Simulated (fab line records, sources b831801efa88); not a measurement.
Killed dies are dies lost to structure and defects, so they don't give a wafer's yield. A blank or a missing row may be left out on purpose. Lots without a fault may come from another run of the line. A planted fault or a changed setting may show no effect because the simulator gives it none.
Which tool did it? | flow sky130 | 13 lots, 39 wafers sampled, at 4 steps of a route of 708

WHAT THE GAUGES READ, wafer by wafer
SKY_VT_ADJUST_NCORE_CD_MEAS_07: target cd 380 nm.
lot  | measured     | on        | cd_nm (nm)
L275 | day 9 05:31  | cd_sem-02 | 376.7 378.0 376.9
L276 | day 9 06:38  | cd_sem-01 | 376.5 376.7 376.7
L277 | day 10 03:24 | cd_sem-02 | 377.3 379.4 378.3
L278 | day 10 03:40 | cd_sem-02 | 383.2 381.3 382.1
L282 | day 10 21:38 | cd_sem-01 | 380.5 381.8 382.6
L287 | day 11 22:48 | cd_sem-02 | 375.8 375.0 378.7
L289 | day 12 17:58 | cd_sem-01 | 375.9 375.8 375.6
L290 | day 13 02:23 | cd_sem-02 | 381.0 380.4 382.4
L291 | day 13 10:29 | cd_sem-01 | 375.5 377.4 377.5
L293 | day 13 19:56 | cd_sem-01 | 380.7 379.9 380.3
L296 | day 15 07:08 | cd_sem-02 | 378.8 379.6 379.9
L297 | day 15 09:41 | cd_sem-01 | 379.9 379.5 379.5
L298 | day 15 11:29 | cd_sem-01 | 378.2 377.8 378.0

SKY_SONOS_TUNNEL_CD_MEAS_07: target cd 410 nm.
lot  | measured     | on        | cd_nm (nm)
L275 | day 12 02:10 | cd_sem-02 | 411.0 412.9 411.2
L276 | day 12 03:08 | cd_sem-01 | 407.6 408.4 410.3
L277 | day 13 03:14 | cd_sem-01 | 413.2 411.6 411.6
L278 | day 13 03:31 | cd_sem-02 | 410.1 411.7 411.3
L282 | day 13 22:52 | cd_sem-02 | 412.0 411.5 411.8
L287 | day 15 03:23 | cd_sem-02 | 414.0 412.1 412.9
L289 | day 16 01:01 | cd_sem-01 | 408.1 406.9 408.4
L290 | day 16 10:20 | cd_sem-02 | 413.1 412.4 414.2
L291 | day 16 18:49 | cd_sem-02 | 409.8 407.9 407.9
L293 | day 17 07:11 | cd_sem-02 | 406.8 409.2 409.9
L296 | day 18 20:32 | cd_sem-02 | 413.7 416.6 415.1
L297 | day 19 00:16 | cd_sem-02 | 410.9 410.9 410.0
L298 | day 19 02:16 | cd_sem-02 | 411.8 409.5 411.5

SKY_GATE_OXIDE_THK_MEAS_02.
lot  | measured     | on            | GATE_OXIDE_OXIDATION_00_THK (nm)
L275 | day 13 12:58 | film_metro-01 | 10.40 10.32 10.30
L276 | day 13 12:58 | film_metro-02 | 10.19 10.21 10.18
L277 | day 14 13:32 | film_metro-01 | 10.42 10.32 10.35
L278 | day 14 13:31 | film_metro-02 | 10.31 10.17 10.27
L282 | day 15 15:00 | film_metro-02 | 9.97 10.11 10.18
L287 | day 16 19:35 | film_metro-03 | 10.15 10.32 10.48
L289 | day 17 14:52 | film_metro-03 | 10.25 10.22 10.07
L290 | day 17 23:43 | film_metro-03 | 10.21 10.18 10.39
L291 | day 18 10:02 | film_metro-03 | 10.09 10.19 10.18
L293 | day 18 21:46 | film_metro-02 | 10.27 10.29 10.20
L296 | day 20 10:31 | film_metro-03 | 10.37 10.20 10.14
L297 | day 20 15:10 | film_metro-03 | 10.27 10.38 10.24
L298 | day 20 18:07 | film_metro-03 | 10.26 10.34 10.34

WHICH TOOL RAN EACH LOT (tool, then ch and the chambers of the sampled wafers, then the start)
lot  | SKY_SONOS_ONO_EXPOSE_10
L275 | iline_stepper-01 ch 0, day 12 21:40
L276 | iline_stepper-01 ch 0, day 12 21:47
L277 | iline_stepper-02 ch 0, day 13 22:21
L278 | iline_stepper-02 ch 0, day 13 21:58
L282 | iline_stepper-02 ch 0, day 14 20:39
L287 | iline_stepper-02 ch 0, day 16 03:19
L289 | iline_stepper-01 ch 0, day 16 21:49
L290 | iline_stepper-01 ch 0, day 17 06:17
L291 | iline_stepper-01 ch 0, day 17 16:43
L293 | iline_stepper-01 ch 0, day 18 04:43
L296 | iline_stepper-01 ch 0, day 19 17:13
L297 | iline_stepper-01 ch 0, day 19 21:34
L298 | iline_stepper-01 ch 0, day 19 23:44
- SKY_SONOS_ONO_EXPOSE_10: exposes mask ONOM, target cd 410 nm.

WHAT THE TOOLS THEMSELVES READ (means of the sampled wafers that have a number; where no wafer has one, the mark that the record gives instead)
SKY_SONOS_ONO_EXPOSE_10.
lot  | tool             | exposure_dose_mJ_cm2
L275 | iline_stepper-01 | 151.94
L276 | iline_stepper-01 | 151.79
L277 | iline_stepper-02 | 151.85
L278 | iline_stepper-02 | 151.78
L282 | iline_stepper-02 | 154.12
L287 | iline_stepper-02 | 153.62
L289 | iline_stepper-01 | 151.61
L290 | iline_stepper-01 | 151.40
L291 | iline_stepper-01 | 151.97
L293 | iline_stepper-01 | 151.81
L296 | iline_stepper-01 | 151.84
L297 | iline_stepper-01 | 151.76
L298 | iline_stepper-01 | 151.77

THE ANSWER, worked out from the rows above alone
Rule: what is usual is taken from the lots themselves. Put in order of their means at a reading, lots are off if they are a third of the lots or fewer, leave a main group of 4 or more, and stand apart from it by a gap of 3 or more times the standard deviation of the main group's means; of several such gaps the widest counts. A main group whose means are all the same, to the digits that the tables above print for the reading, isn't used. A lot without any number at a reading at which 4 lots or more have one is off too. The other lots that the step has rows for count as sound. The gauges are gone through in route order, then the tools' own readings, and for those a lot's mean is taken as printed above. The first step at which some lot is off is used, and at that step the reading that is off furthest; a lot without a number counts as furthest.
Off: L282, L287, at SKY_SONOS_ONO_EXPOSE_10 (exposure_dose_mJ_cm2). The main group: mean 151.77, standard deviation 0.15.
A tool fits if, at that step or a process step before it, it ran every lot that is off, and no sound lot after the first of them. One fits: iline_stepper-02 at SKY_SONOS_ONO_EXPOSE_10. Its last sound lot is L277 (day 13 22:21), its first lot that is off L282 (day 14 20:39): a fault that began between those two fits.
The tool's own readings at SKY_SONOS_ONO_EXPOSE_10 bear it out: on the lots that are off they differ by more than 5 times the standard deviation of the sound lots' means. exposure_dose_mJ_cm2 reads 153.87 there against 151.77 on the sound lots.

WHAT THE SIMULATOR HAD PUT IN
Process parameter drift: iline_stepper-02, from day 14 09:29 on, at SKY_SONOS_ONO_EXPOSE_10. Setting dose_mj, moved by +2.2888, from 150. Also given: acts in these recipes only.
Lots struck among those shown: L282, L287. The rule above found the same.
